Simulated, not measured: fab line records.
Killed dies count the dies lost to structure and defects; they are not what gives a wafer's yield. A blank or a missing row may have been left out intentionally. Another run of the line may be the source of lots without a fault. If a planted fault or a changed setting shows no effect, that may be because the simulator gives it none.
fab line records	flow sky130
record: lots: 7	wafers: 21	last_day: 50
route steps=708 shown CONTACT@424 METAL1@434
lots with no fault: from the same line, run without faults
start_h: hours from the record's first day to the start of the lot's first wafer shown	wait_h: hours elapsed since this lot's preceding step	" as in the row above	L1.1+2: one row covering several wafers at once	- no value present, or no start provided	* or withheld: withheld	< > ~ a bound
route shown NAME@n: NAME is a module with steps in the file, n the number in the route of the first one	usual: mean and standard deviation over wafers with no fault	same: alike in all rows	chamber/n: place in a boat	sites: each site's reading	_std_site: the values' standard deviation	_edge_site: outer sites' mean less inner sites'	radius_mm: how far each site lies from the wafer's centre	mask NAME#n: copy n	behind: the last tool/chamber to shape the wafer	hold: the reason the lot was held/the length of the hold in hours/how it ended	device: the transistor (n, p or np) that didn't switch	end of line: tests of these same wafers at the route's end	for a step that has no rows: nothing shown but its recipe	killed: not the wafer's yield, but the dies lost to structure and defects at the first sort	map: dies across one wafer; x = killed, . = not, _ = none there
set.NAME: the run value of the setting; set.NAME@STEP: its run value at that earlier step	model.NAME: the simulator's own value behind a step, which no gauge read
lots seen at some steps along the route; tables by step, rows by wafer
services: the hour from which a tool's chamber was out of use, counted from the record's first day as start_h (under 0 if before that day), plus the number of hours and why
== steps ==
step: SKY_CONTACT_ETCH_18
recipe: target: Si3N4	chemistry: CHF3/O2	stop_on: TiN	source_w: 600	bias_w: 200	pressure_mtorr: 40	chf3_flow_sccm: 50	O2_flow_sccm: 5	time_s: 39	target_depth_a: 750
usual: drypump_motor_current_A: 5.7/0.4	oes_product_au: 0.854/0.0072	rf_fwd_power_W: 592.2/2.6	throttle_valve_pct: 8.793/0.0082
lot.wafer	tool	chamber	start_h	wait_h	drypump_motor_current_A	oes_product_au	rf_fwd_power_W	rf_hours_counter_h	throttle_valve_pct
L664.2	rie_diel-01	3	-	-	5.0	0.849	595.7	19	8.808
L664.3	"	2	"	"	5.6	0.854	589.8	8	8.797
L664.5	"	0	"	"	6.1	0.870	591.2	-	8.795
L672.2	rie_diel-04	3	-	-	5.6	0.845	594.3	20	8.785
L672.3	"	0	"	"	5.4	0.851	593.6	-	8.795
L672.4	"	3	"	"	5.6	0.864	593.8	-	8.797
L673.2	rie_diel-04	3	-	-	5.6	0.856	594.3	21	8.793
L673.3	"	0	"	"	5.4	0.847	590.7	6	8.796
L673.6	"	1	"	"	5.3	0.849	587.7	-	8.804
L674.1	rie_diel-04	0	-	-	5.4	0.846	590.7	6	8.784
L674.4	"	3	"	"	5.6	0.857	596.1	-	8.786
L674.5	"	1	"	"	5.3	0.849	589.8	-	8.803
L682.2	rie_diel-01	1	-	-	6.0	0.843	591.7	15	8.795
L682.3	"	3	"	"	5.0	0.850	593.4	23	8.793
L682.5	"	0	"	"	6.1	0.875	592.2	-	8.802
L683.4	rie_diel-02	2	-	-	6.1	0.857	592.7	9	8.794
L683.5	"	0	"	"	6.0	0.863	587.5	-	8.798
L683.6	"	1	"	"	6.1	0.866	592.4	-	8.783
L684.1	rie_diel-01	3	-	-	5.0	0.854	590.5	24	8.795
L684.3	"	2	"	"	5.6	0.837	590.7	12	8.789
L684.4	"	0	"	"	6.1	0.862	594.2	11	8.792
step: SKY_CONTACT_STRIP_19
recipe: chemistry: O2/N2	power_w: 1400	pressure_mtorr: 1500	platen_temp_c: withheld	o2_flow_sccm: 3000	n2_flow_sccm: 300	overash_fraction: 0.5
step: SKY_CONTACT_STRIP_20
recipe: chemistry: post_etch_residue_remover	time_s: 1200	temp_c: 72.5
step: SKY_CONTACT_CLEAN_21
recipe: chemistry: IPA	time_s: 180	temp_c: 25
step: SKY_CONTACT_CLEAN_22
recipe: chemistry: O3/DIW	dry: n2_spin
step: SKY_CONTACT_SPUTTER_23
recipe: material: TiN	target_thk_nm: 20	chamber_pressure_pa: 5	power_w: 4000	time_s: 80
step: SKY_CONTACT_CVD_24
recipe: material: W	target_thk_nm: 340	time_s: 102.12	temp_c: 400	pressure_torr: 40
usual: heater_power_w: 880/64	susceptor_temp_C: 400.04/0.22
lot.wafer	tool	chamber	start_h	wait_h	heater_power_w	susceptor_temp_C
L664.2	cvd_w-01	0	757.68	0.0	812	400.18
L664.3	"	1	"	"	950	399.96
L664.5	"	0	"	"	805	399.94
L672.2	cvd_w-01	0	821.83	0.0	812	400.14
L672.3	"	0	"	"	801	400.15
L672.4	"	1	"	"	952	399.76
L673.2	cvd_w-02	0	831.28	0.0	971	400.03
L673.3	"	1	"	"	823	400.27
L673.6	"	1	"	"	826	400.03
L674.1	cvd_w-02	0	836.59	0.0	943	400.08
L674.4	"	0	"	"	950	400.25
L674.5	"	1	"	"	804	400.22
L682.2	cvd_w-02	1	888.76	0.0	821	400.05
L682.3	"	1	"	"	819	399.96
L682.5	"	1	"	"	844	400.09
L683.4	cvd_w-02	1	893.06	0.0	824	400.35
L683.5	"	0	"	"	951	400.36
L683.6	"	1	"	"	836	400.01
L684.1	cvd_w-02	0	899.90	0.0	936	400.00
L684.3	"	0	"	"	945	399.82
L684.4	"	1	"	"	827	400.30
step: SKY_CONTACT_RS_MEAS_25
recipe: thk_meas_gauge: four-point-probe	reads: W_of_CONTACT_CVD_24+TiN_of_CONTACT_SPUTTER_23
usual: CONTACT_W_RS: 0.336/0.0041
lot.wafer	tool	chamber	start_h	wait_h	CONTACT_W_RS[ohm/sq]
L664.2	film_metro-01	-	757.81	0.1	0.334
L664.3	"	-	"	"	0.338
L664.5	"	-	"	"	0.339
L672.2	film_metro-01	-	821.96	0.1	0.340
L672.3	"	-	"	"	0.341
L672.4	"	-	"	"	0.338
L673.2	film_metro-02	-	831.41	0.1	0.337
L673.3	"	-	"	"	0.339
L673.6	"	-	"	"	0.339
L674.1	film_metro-03	-	836.70	0.1	0.337
L674.4	"	-	"	"	0.338
L674.5	"	-	"	"	0.337
L682.2	film_metro-02	-	888.89	0.1	0.330
L682.3	"	-	"	"	0.331
L682.5	"	-	"	"	0.334
L683.4	film_metro-02	-	893.19	0.1	0.334
L683.5	"	-	"	"	0.333
L683.6	"	-	"	"	0.333
L684.1	film_metro-02	-	900.01	0.1	0.333
L684.3	"	-	"	"	0.334
L684.4	"	-	"	"	0.332
step: SKY_CONTACT_THK_MEAS_26
recipe: thk_meas_gauge: xrf	reads: W_of_CONTACT_CVD_24
usual: CONTACT_W_THK: 333/5.1
lot.wafer	tool	chamber	start_h	wait_h	CONTACT_W_THK[nm]
L664.2	film_metro-01	-	757.92	0.1	331
L664.3	"	-	"	"	327
L664.5	"	-	"	"	327
L672.2	film_metro-01	-	822.07	0.1	326
L672.3	"	-	"	"	325
L672.4	"	-	"	"	327
L673.2	film_metro-02	-	831.52	0.1	334
L673.3	"	-	"	"	334
L673.6	"	-	"	"	334
L674.1	film_metro-03	-	836.82	0.1	334
L674.4	"	-	"	"	332
L674.5	"	-	"	"	335
L682.2	film_metro-02	-	889.00	0.1	341
L682.3	"	-	"	"	340
L682.5	"	-	"	"	337
L683.4	film_metro-02	-	893.28	0.1	337
L683.5	"	-	"	"	336
L683.6	"	-	"	"	338
L684.1	film_metro-02	-	900.13	0.1	336
L684.3	"	-	"	"	336
L684.4	"	-	"	"	339
step: SKY_CONTACT_CMP_27
recipe: stop_on: SiO2	t_overpolish_s: 15	down_force_psi: 3.5	platen_rpm: 60	target_thk_nm: 0	pad_velocity_m_s: 0.94248
usual: motor_current_A: 10.3/1.3	overpolish_run_s: 14.998/0.0093	platen_rpm: 60.00/0.042	slurry_flow_ml_min: 150.0/0.46	time_to_endpoint_s: 80.8/2.9
lot.wafer	tool	chamber	start_h	wait_h	motor_current_A	overpolish_run_s	platen_rpm	slurry_flow_ml_min	time_to_endpoint_s
L664.3	cmp-01	0	757.97	0.0	8.8	15.000	60.11	150.9	77.9
L664.2	"	1	"	"	10.8	14.997	60.02	149.9	77.6
L664.5	"	1	"	"	11.0	15.013	59.97	149.6	76.7
L672.4	cmp-02	0	822.17	0.1	8.3	14.995	60.03	149.3	82.2
L672.3	"	1	"	"	10.4	15.003	59.99	150.4	84.7
L672.2	"	2	"	"	12.7	14.998	60.01	149.1	81.7
L673.2	cmp-01	0	831.57	0.0	8.6	15.007	59.95	149.9	83.6
L673.3	"	2	"	"	12.2	15.005	60.02	150.0	82.9
L673.6	"	0	"	"	9.0	14.985	59.98	149.8	80.1
L674.4	cmp-01	2	836.98	0.1	11.9	15.004	60.05	150.4	76.5
L674.1	"	3	"	"	9.7	14.997	59.90	149.5	77.2
L674.5	"	0	"	"	8.4	15.012	60.01	150.2	75.5
L682.3	cmp-01	2	889.15	0.1	12.7	14.990	59.99	150.4	84.9
L682.2	"	3	"	"	9.7	15.001	59.90	149.8	84.4
L682.5	"	1	"	"	10.7	15.017	59.93	150.1	81.0
L683.4	cmp-01	0	893.46	0.2	9.1	14.995	60.03	150.3	79.4
L683.5	"	1	"	"	10.9	14.990	59.95	150.5	81.1
L683.6	"	2	"	"	12.5	14.998	60.03	149.2	81.3
L684.4	cmp-01	3	900.19	0.0	9.9	15.002	59.96	149.3	81.3
L684.1	"	1	"	"	10.5	15.004	59.99	150.1	78.5
L684.3	"	2	"	"	11.9	14.998	59.94	149.8	82.1
step: SKY_METAL1_SPUTTER_00
recipe: material: Ti	target_thk_nm: 15	power_w: 3000	time_s: 10	chamber_pressure_pa: 0.4
usual: cathode_dc_power_W: 3000.0/0.48	chamber_pressure_pa: 0.4000/0.00071	throttle_valve_pct: 30.3/1.3
lot.wafer	tool	chamber	start_h	wait_h	cathode_dc_power_W	chamber_pressure_pa	throttle_valve_pct
L664.2	pvd_sputter-01	-	758.27	0.2	3000.3	0.3998	29.2
L664.3	"	-	"	"	3000.3	0.3994	30.5
L664.5	"	-	"	"	2999.9	0.4001	31.6
L672.2	pvd_sputter-02	-	822.42	0.1	2999.3	0.3995	31.7
L672.3	"	-	"	"	3000.2	0.4015	32.8
L672.4	"	-	"	"	3000.0	0.4007	29.4
L673.2	pvd_sputter-04	-	831.87	0.2	2999.9	0.4006	30.0
L673.3	"	-	"	"	3000.6	0.3993	28.6
L673.6	"	-	"	"	2999.2	0.4009	28.3
L674.1	pvd_sputter-04	-	837.18	0.1	3000.1	0.4007	30.0
L674.4	"	-	"	"	3001.6	0.3994	29.8
L674.5	"	-	"	"	2999.0	0.3989	28.3
L682.2	pvd_sputter-01	-	889.35	0.1	2999.8	0.3990	30.2
L682.3	"	-	"	"	2999.8	0.3996	29.1
L682.5	"	-	"	"	2999.2	0.3992	29.3
L683.4	pvd_sputter-02	-	893.61	0.1	3000.0	0.4013	31.6
L683.5	"	-	"	"	3001.7	0.4005	31.8
L683.6	"	-	"	"	3000.2	0.3993	29.3
L684.1	pvd_sputter-04	-	900.49	0.1	2999.8	0.3998	28.3
L684.3	"	-	"	"	2999.6	0.4010	29.6
L684.4	"	-	"	"	2999.3	0.4005	30.0
step: SKY_METAL1_SPUTTER_01
recipe: material: TiN	target_thk_nm: 20	power_w: 6500	time_s: 16.7	chamber_pressure_pa: 0.4
step: SKY_METAL1_SPUTTER_02
recipe: material: AlCu	target_thk_nm: 250	power_w: 10600	time_s: 13.3	chamber_pressure_pa: 0.4
usual: cathode_dc_power_W: 10600/1.8	chamber_pressure_pa: 0.3999/0.00075	throttle_valve_pct: 30.3/1.3
lot.wafer	tool	chamber	start_h	wait_h	cathode_dc_power_W	chamber_pressure_pa	throttle_valve_pct
L664.2	pvd_sputter-01	-	758.32	0.0	10601	0.4000	29.2
L664.3	"	-	"	"	10598	0.3991	30.2
L664.5	"	-	"	"	10604	0.4008	31.7
L672.2	pvd_sputter-02	-	822.47	0.0	-	-	-
L672.3	"	-	"	"	-	-	-
L672.4	"	-	"	"	-	-	-
L673.2	pvd_sputter-04	-	831.92	0.0	-	-	-
L673.3	"	-	"	"	-	-	-
L673.6	"	-	"	"	-	-	-
L674.1	pvd_sputter-04	-	837.23	0.0	-	-	-
L674.4	"	-	"	"	-	-	-
L674.5	"	-	"	"	-	-	-
L682.2	pvd_sputter-01	-	889.40	0.0	10600	0.3998	30.2
L682.3	"	-	"	"	10599	0.3993	29.3
L682.5	"	-	"	"	10601	0.3998	29.3
L683.4	pvd_sputter-02	-	893.66	0.0	10602	0.3997	31.5
L683.5	"	-	"	"	10599	0.3995	31.2
L683.6	"	-	"	"	10599	0.3994	29.2
L684.1	pvd_sputter-04	-	900.53	0.0	10597	0.3996	28.4
L684.3	"	-	"	"	10597	0.3988	29.4
L684.4	"	-	"	"	10601	0.4002	30.1
step: SKY_METAL1_SPUTTER_03
recipe: material: Ti	target_thk_nm: 5	power_w: 3000	time_s: 3.3	chamber_pressure_pa: 0.4
step: SKY_METAL1_SPUTTER_04
recipe: material: TiN	target_thk_nm: 70	power_w: 6500	time_s: 58.3	chamber_pressure_pa: 0.4
usual: cathode_dc_power_W: 6500.2/1.2	chamber_pressure_pa: 0.4000/0.00078	throttle_valve_pct: 30.3/1.3
lot.wafer	tool	chamber	start_h	wait_h	cathode_dc_power_W	chamber_pressure_pa	throttle_valve_pct
L664.2	pvd_sputter-01	-	758.36	0.0	6500.6	0.4006	29.3
L664.3	"	-	"	"	6499.5	0.4004	30.8
L664.5	"	-	"	"	6499.4	0.3998	31.8
L672.2	pvd_sputter-02	-	822.51	0.0	6503.2	0.4000	31.6
L672.3	"	-	"	"	6500.2	0.4001	32.9
L672.4	"	-	"	"	6499.5	0.4007	29.2
L673.2	pvd_sputter-04	-	831.96	0.0	6497.9	0.3993	30.1
L673.3	"	-	"	"	6498.1	0.4008	28.5
L673.6	"	-	"	"	6500.5	0.4028	28.4
L674.1	pvd_sputter-04	-	837.27	0.0	6501.1	0.4008	30.1
L674.4	"	-	"	"	6502.7	0.4003	29.6
L674.5	"	-	"	"	6499.8	0.4001	28.4
L682.2	pvd_sputter-01	-	889.44	0.0	6500.6	0.4006	30.1
L682.3	"	-	"	"	6501.4	0.4000	29.3
L682.5	"	-	"	"	6500.7	0.3994	29.1
L683.4	pvd_sputter-02	-	893.70	0.0	6502.1	0.4011	31.8
L683.5	"	-	"	"	6501.1	0.4007	31.6
L683.6	"	-	"	"	6499.9	0.3993	29.4
L684.1	pvd_sputter-04	-	900.58	0.0	6499.9	0.3997	28.4
L684.3	"	-	"	"	6501.2	0.3990	29.5
L684.4	"	-	"	"	6499.2	0.4007	30.0
step: SKY_METAL1_RS_MEAS_05
recipe: thk_meas_gauge: four-point-probe	reads: TiN_of_METAL1_SPUTTER_04+Ti_of_METAL1_SPUTTER_03+AlCu_of_METAL1_SPUTTER_02+TiN_of_METAL1_SPUTTER_01+Ti_of_METAL1_SPUTTER_00
usual: METAL1_ALCU_RS: 0.1263/0.0014
lot.wafer	tool	chamber	start_h	wait_h	METAL1_ALCU_RS[ohm/sq]
L664.2	film_metro-02	-	758.43	0.0	0.1262
L664.3	"	-	"	"	0.1284
L664.5	"	-	"	"	0.1274
L672.2	film_metro-02	-	822.58	0.0	8.7379
L672.3	"	-	"	"	8.6547
L672.4	"	-	"	"	8.6871
L673.2	film_metro-01	-	832.03	0.0	8.6662
L673.3	"	-	"	"	8.6016
L673.6	"	-	"	"	8.6186
L674.1	film_metro-02	-	837.32	0.0	8.6517
L674.4	"	-	"	"	8.6834
L674.5	"	-	"	"	8.6349
L682.2	film_metro-04	-	889.51	0.0	0.1251
L682.3	"	-	"	"	0.1248
L682.5	"	-	"	"	0.1249
L683.4	film_metro-04	-	893.81	0.1	0.1272
L683.5	"	-	"	"	0.1253
L683.6	"	-	"	"	0.1267
L684.1	film_metro-04	-	900.63	0.0	0.1289
L684.3	"	-	"	"	0.1271
L684.4	"	-	"	"	0.1286
step: SKY_METAL1_THK_MEAS_06
recipe: thk_meas_gauge: xrf	reads: AlCu_of_METAL1_SPUTTER_02
usual: METAL1_ALCU_THK: 245/3
lot.wafer	tool	chamber	start_h	wait_h	METAL1_ALCU_THK[nm]
L664.2	film_metro-02	-	758.54	0.1	249
L664.3	"	-	"	"	245
L664.5	"	-	"	"	247
L672.2	film_metro-02	-	822.69	0.1	<0
L672.3	"	-	"	"	<0
L672.4	"	-	"	"	<0
L673.2	film_metro-01	-	832.14	0.1	<1
L673.3	"	-	"	"	<1
L673.6	"	-	"	"	<1
L674.1	film_metro-02	-	837.44	0.1	<0
L674.4	"	-	"	"	<0
L674.5	"	-	"	"	<0
L682.2	film_metro-04	-	889.62	0.1	247
L682.3	"	-	"	"	247
L682.5	"	-	"	"	247
L683.4	film_metro-04	-	893.90	0.1	245
L683.5	"	-	"	"	248
L683.6	"	-	"	"	245
L684.1	film_metro-04	-	900.75	0.1	240
L684.3	"	-	"	"	243
L684.4	"	-	"	"	242
step: SKY_METAL1_DEHYDRATE_07
recipe: temp_c: 200	time_s: 60
== services ==
tool	chamber	start_h	hours	kind
cmp-01	-	741.47	1.8	repair
cmp-02	-	743.37	33.0	repair
cmp-02	-	749.54	1.4	repair
cmp-01	-	751.61	3.9	repair
rie_diel-01	3	770.48	11.2	repair
cmp-02	-	776.42	4.0	pm
pvd_sputter-02	-	776.67	4.0	repair
cvd_w-01	-	778.07	0.5	repair
cmp-02	-	780.72	9.0	pm
cmp-02	-	786.88	0.6	repair
cmp-01	-	789.75	6.3	pm
cmp-02	-	802.63	0.2	repair
cmp-01	-	804.65	0.5	repair
cmp-01	-	809.70	0.7	repair
cmp-01	-	810.38	6.3	pm
rie_diel-04	2	812.83	54.2	repair
cmp-02	-	820.30	1.1	repair
cmp-01	-	825.64	0.5	repair
cvd_w-01	1	831.93	11.4	repair
cvd_w-01	0	836.09	4.9	repair
cvd_w-02	-	852.52	1.0	repair
pvd_sputter-02	-	894.16	0.6	repair
cmp-01	-	895.45	2.0	repair
pvd_sputter-01	-	898.87	9.4	repair
== key ==
first_sign: step: SKY_METAL1_SPUTTER_02	reading: tool_record	direction: missing
effect: step: SKY_METAL1_RS_MEAS_05	reading: METAL1_ALCU_RS	direction: up	sigmas: 99+	usual: 0.1263	struck: 8.6596
effect: step: SKY_METAL1_THK_MEAS_06	reading: METAL1_ALCU_THK	direction: down	sigmas: 81	usual: 245	struck: <0
met_at SKY_METAL1_SPUTTER_02
struck_wafers L672.2,L672.3,L672.4,L673.2,L673.3,L673.6,L674.1,L674.4,L674.5
later_rows_left_out L672.2,L672.3,L672.4,L673.2,L673.3,L673.6,L674.1,L674.4,L674.5
sort_left_out L672.2,L672.3,L672.4,L673.2,L673.3,L673.6,L674.1,L674.4,L674.5
fault: kind: skipped_step_whole	tool: pvd_sputter-02,pvd_sputter-04	chamber: -	onset_h: 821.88	steps: SKY_METAL1_SPUTTER_02	scope: struck_lots_only
sort_left_out: the simulated sort isn't trusted on such a fault, so these wafers' sort isn't shown, and their yield isn't known
later_rows_left_out: the simulator's readings of these wafers behind a module that went badly wrong aren't trusted and aren't shown, but for the sort
